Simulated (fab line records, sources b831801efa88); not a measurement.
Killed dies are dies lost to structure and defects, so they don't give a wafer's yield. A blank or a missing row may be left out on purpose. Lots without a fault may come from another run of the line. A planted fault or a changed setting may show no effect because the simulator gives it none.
Tool commonality check | flow sky130 | 13 lots, 39 wafers sampled

WHY IT WAS OPENED
At SKY_LI_CONTACT_CD_MEAS_12 the reading cd_nm is flagged on 1 of 13 lots. Wafers without a fault read 169.7 nm, standard deviation 1.3.
Rule: a lot is flagged when every wafer of it that has a number lies more than 4 standard deviations from that mean, or none has a number. The other lots count as sound.

lot  | measured     | on        | cd_nm (nm), wafer by wafer | flag
L301 | day 30 09:02 | cd_sem-01 | 169.3 168.7 169.8          |
L302 | day 30 13:39 | cd_sem-01 | 170.6 169.9 169.3          |
L304 | day 31 13:35 | cd_sem-01 | 170.4 169.9 170.1          |
L305 | day 31 16:57 | cd_sem-01 | 170.3 170.8 171.1          |
L306 | day 31 20:55 | cd_sem-01 | 171.5 171.3 170.9          |
L307 | day 32 01:59 | cd_sem-02 | 171.0 168.1 168.3          |
L308 | day 32 23:30 | cd_sem-02 | 170.4 169.9 170.3          |
L309 | day 33 00:02 | cd_sem-02 | 168.6 169.4 168.5          |
L310 | day 33 04:40 | cd_sem-01 | 148.1 148.7 149.3          | FLAGGED
L317 | day 35 10:11 | cd_sem-01 | 168.6 169.2 169.4          |
L321 | day 36 13:18 | cd_sem-02 | 167.2 167.5 167.2          |
L322 | day 37 03:10 | cd_sem-01 | 170.6 170.0 169.1          |
L323 | day 37 03:58 | cd_sem-02 | 170.0 170.0 170.3          |
The numbers of the flagged lots are 148.7 nm on average: -21.0 nm against the usual, or -16 standard deviations.

WHICH TOOL RAN EACH LOT
The record holds 1 process step before the reading, out of a route of 708 steps. In each cell: the tool, then ch and the chambers that the sampled wafers went through, then the start.
lot  | flag    | SKY_LI_CONTACT_EXPOSE_09
L301 |         | krf_scanner-01 ch 0, day 29 17:34
L302 |         | krf_scanner-02 ch 0, day 29 22:58
L304 |         | krf_scanner-02 ch 0, day 30 22:16
L305 |         | krf_scanner-01 ch 0, day 31 01:24
L306 |         | krf_scanner-02 ch 0, day 31 06:55
L307 |         | krf_scanner-01 ch 0, day 31 13:07
L308 |         | krf_scanner-02 ch 0, day 32 08:36
L309 |         | krf_scanner-02 ch 0, day 32 09:28
L310 | FLAGGED | krf_scanner-01 ch 0, day 32 16:02
L317 |         | krf_scanner-01 ch 0, day 34 19:41
L321 |         | krf_scanner-01 ch 0, day 35 23:25
L322 |         | krf_scanner-02 ch 0, day 36 14:53
L323 |         | krf_scanner-01 ch 0, day 36 15:43
What these steps do:
- SKY_LI_CONTACT_EXPOSE_09: exposes mask LICM1, target cd 170 nm.
- SKY_LI_CONTACT_CD_MEAS_12: target cd 170 nm.

FLAGGED OVER TOTAL, TOOL BY TOOL (the gauges that took the reading come last)
step                      | tool           | lots run | flagged | share of the flagged lots | sound lots run after its first flagged lot
SKY_LI_CONTACT_EXPOSE_09  | krf_scanner-01 | 7        | 1       | all                       | 3 (L317,L321,L323)
SKY_LI_CONTACT_EXPOSE_09  | krf_scanner-02 | 6        | 0       | none                      | -
SKY_LI_CONTACT_CD_MEAS_12 | cd_sem-01      | 8        | 1       | all                       | 2 (L317,L322)
SKY_LI_CONTACT_CD_MEAS_12 | cd_sem-02      | 5        | 0       | none                      | -

WHAT THE TABLE ALLOWS
2 rows of the table ran every flagged lot: krf_scanner-01 at SKY_LI_CONTACT_EXPOSE_09, cd_sem-01 at SKY_LI_CONTACT_CD_MEAS_12.
- krf_scanner-01 at SKY_LI_CONTACT_EXPOSE_09: 1 of its 7 lots flagged. Sound lots ran on it after the first flagged one (L317, L321, L323), which a lasting fault on the whole tool wouldn't allow.
- cd_sem-01 at SKY_LI_CONTACT_CD_MEAS_12: 1 of its 8 lots flagged. Sound lots ran on it after the first flagged one (L317, L322), which a lasting fault on the whole tool wouldn't allow.
No row of the table ran every flagged lot and no sound lot after the first.

WHAT THE SIMULATOR HAD PUT IN
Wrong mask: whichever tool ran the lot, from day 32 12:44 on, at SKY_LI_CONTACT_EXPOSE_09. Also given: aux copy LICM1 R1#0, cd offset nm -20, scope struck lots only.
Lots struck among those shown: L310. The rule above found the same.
